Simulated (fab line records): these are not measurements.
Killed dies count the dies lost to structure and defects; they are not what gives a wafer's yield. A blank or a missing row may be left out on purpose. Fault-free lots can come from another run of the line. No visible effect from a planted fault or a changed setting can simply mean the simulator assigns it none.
Which tool is to blame?    flow sky130    33 wafers from 11 lots sampled at 7 of the route's 708 steps

WHAT EACH GAUGE READ, for each wafer
SKY_LDD_N_OVL_MEAS_07.
lot   measured      on          LDD_N_OVL (nm)
L656  day 17 11:35  overlay-02  0.8 2.2 1.8
L659  day 18 21:11  overlay-02  1.7 1.8 1.8
L662  day 20 06:38  overlay-02  1.4 1.2 1.3
L664  day 20 19:41  overlay-01  2.0 2.6 1.4
L667  day 21 23:39  overlay-02  2.9 3.1 2.1
L669  day 22 15:23  overlay-01  1.1 -0.6 -0.7
L670  day 22 19:35  overlay-01  -0.5 -0.6 1.1
L671  day 22 23:57  overlay-01  - - -
L672  day 23 19:39  overlay-02  0.4 0.5 0.4
L673  day 23 20:53  overlay-02  0.9 1.0 -1.0
L674  day 24 08:50  overlay-02  2.4 2.1 1.5

SKY_LDD_N_TW_MEAS_17.
lot   measured      on             LDD_N_TW
L656  day 17 12:55  film-metro-01  2622 2617 2629
L659  day 18 22:32  film-metro-01  2625 2649 2632
L662  day 20 07:58  film-metro-01  2628 2629 2633
L664  day 20 21:02  film-metro-03  2555 2574 2542
L667  day 22 00:59  film-metro-03  2561 2568 2561
L669  day 22 16:43  film-metro-03  2560 2550 2564
L670  day 22 20:56  film-metro-02  2582 2597 2597
L671  day 23 01:17  film-metro-02  30 30 30
L672  day 23 20:59  film-metro-02  2579 2590 2581
L673  day 23 22:13  film-metro-01  2651 2616 2630
L674  day 24 10:11  film-metro-02  2586 2585 2591

SKY_LDD_P_TW_MEAS_11.
lot   measured      on             LDD_P_TW
L656  day 18 19:20  film-metro-03  629 625 630
L659  day 20 06:04  film-metro-03  624 628 627
L662  day 21 14:01  film-metro-04  636 635 636
L664  day 22 03:44  film-metro-04  635 637 640
L667  day 23 07:59  film-metro-02  635 636 638
L669  day 23 23:33  film-metro-04  639 639 638
L670  day 24 03:01  film-metro-03  634 632 634
L671  day 24 07:15  film-metro-02  2606 2582 2602
L672  day 25 03:02  film-metro-02  635 635 634
L673  day 25 04:38  film-metro-03  627 630 629
L674  day 25 16:37  film-metro-04  629 635 634

SKY_RES_XHIGH_TW_MEAS_09.
lot   measured      on             RES_XHIGH_TW
L656  day 26 13:41  film-metro-04  1652 1648 1635
L659  day 27 21:13  film-metro-04  1629 1637 1630
L662  day 29 05:04  film-metro-03  1621 1613 1615
L664  day 29 17:31  film-metro-01  1649 1643 1651
L667  day 30 20:59  film-metro-04  1624 1627 1625
L669  day 31 08:02  film-metro-01  1659 1665 1667
L670  day 31 13:07  film-metro-04  1623 1625 1625
L671  day 31 17:36  film-metro-04  1632 1628 1621
L672  day 32 10:52  film-metro-04  1620 1621 1624
L673  day 32 11:32  film-metro-04  1622 1626 1626
L674  day 32 22:25  film-metro-03  1624 1618 1630

SKY_LOCAL_INTERCONNECT_RS_MEAS_01: uses a four-point probe to measure.
lot   measured      on             LOCAL_INTERCONNECT_TIN_RS (ohm/sq)
L656  day 29 01:49  film-metro-02  13.76 14.06 13.86
L659  day 30 10:54  film-metro-04  14.68 14.05 14.28
L662  day 31 16:56  film-metro-01  13.96 14.16 13.98
L664  day 32 07:02  film-metro-04  13.99 13.70 13.89
L667  day 33 05:48  film-metro-04  13.78 14.03 13.94
L669  day 33 16:22  film-metro-02  14.11 14.49 14.56
L670  day 33 21:34  film-metro-02  14.33 14.32 13.87
L671  day 34 00:42  film-metro-02  14.01 13.84 13.99
L672  day 34 18:20  film-metro-04  13.92 14.22 14.15
L673  day 34 19:10  film-metro-02  14.27 14.11 14.20
L674  day 35 06:38  film-metro-04  13.80 13.93 13.81

SKY_CONTACT_THK_MEAS_03.
lot   measured      on             CONTACT_HDPCVD_THK (nm)
L656  day 30 08:10  film-metro-02  571 557 557
L659  day 31 15:08  film-metro-03  563 571 571
L662  day 32 20:55  film-metro-03  563 564 570
L664  day 33 11:01  film-metro-01  561 574 554
L667  day 34 09:23  film-metro-01  568 572 571
L669  day 34 20:16  film-metro-03  569 569 572
L670  day 35 00:08  film-metro-02  564 569 576
L671  day 35 04:10  film-metro-03  564 546 562
L672  day 35 21:52  film-metro-02  563 568 568
L673  day 35 22:48  film-metro-01  579 567 575
L674  day 36 09:44  film-metro-03  571 572 548

WHAT TOOL EACH LOT RAN ON (gives the tool, then ch and the chambers of the sampled wafers, and finally the start)
lot   SKY_LDD_N_EXPOSE_04
L656  iline-stepper-01 ch 0, day 16 21:16
L659  iline-stepper-02 ch 0, day 18 06:11
L662  iline-stepper-01 ch 0, day 19 15:22
L664  iline-stepper-02 ch 0, day 20 05:52
L667  iline-stepper-02 ch 0, day 21 08:35
L669  iline-stepper-02 ch 0, day 22 00:19
L670  iline-stepper-02 ch 0, day 22 03:29
L671  iline-stepper-02 ch 0, day 22 08:33
L672  iline-stepper-02 ch 0, day 23 04:23
L673  iline-stepper-01 ch 0, day 23 06:00
L674  iline-stepper-01 ch 0, day 23 17:47
- SKY_LDD_N_EXPOSE_04: exposes mask NTM, target cd 840 nm.

WHAT THE TOOLS THEMSELVES READ (means of the sampled wafers that have a number; where no wafer has one, the mark that the record gives instead)
SKY_LDD_N_EXPOSE_04.
lot   tool              exposure-dose-mJ-cm2  reticle-temp-C (C)
L656  iline-stepper-01  110.20                23.05
L659  iline-stepper-02  109.99                22.92
L662  iline-stepper-01  110.01                22.95
L664  iline-stepper-02  109.98                23.00
L667  iline-stepper-02  110.06                22.97
L669  iline-stepper-02  109.97                22.98
L670  iline-stepper-02  110.02                23.05
L671  iline-stepper-02  109.78                23.06
L672  iline-stepper-02  110.13                22.94
L673  iline-stepper-01  110.07                23.05
L674  iline-stepper-01  110.07                22.97

THE ANSWER, worked out from the rows above alone
Rule: what is usual is taken from the lots themselves. Put in order of their means at a reading, lots are off if they are a third of the lots or fewer, leave a main group of 4 or more, and stand apart from it by a gap of 3 or more times the standard deviation of the main group's means; of several such gaps the widest counts. The tables above print the reading to a certain number of digits; a main group whose means all agree to those digits is not used. A lot without any number at a reading at which 4 lots or more have one is off too. The other lots that the step has rows for count as sound. Order of review: gauges by route order, followed by the tools' own readings, for which a lot's mean as printed above is used. The first step at which some lot is off is used, and at that step the reading that is off furthest; a lot without a number counts as furthest.
Off: at SKY_LDD_N_OVL_MEAS_07 (LDD_N_OVL), L671. Without a number there: L671. For the main group the mean is 1.2 nm and the standard deviation 0.92.
If a tool, at a process step before that reading, ran all the lots that are off and no sound lot after the first of them, it fits. The gauges at SKY_LDD_N_OVL_MEAS_07 aren't tried: what is off there is off at SKY_LDD_N_TW_MEAS_17 too, on other tools, and a gauge's error can't cause that. Of those tried, none fits.

WHAT HAD BEEN PUT IN BY THE SIMULATOR
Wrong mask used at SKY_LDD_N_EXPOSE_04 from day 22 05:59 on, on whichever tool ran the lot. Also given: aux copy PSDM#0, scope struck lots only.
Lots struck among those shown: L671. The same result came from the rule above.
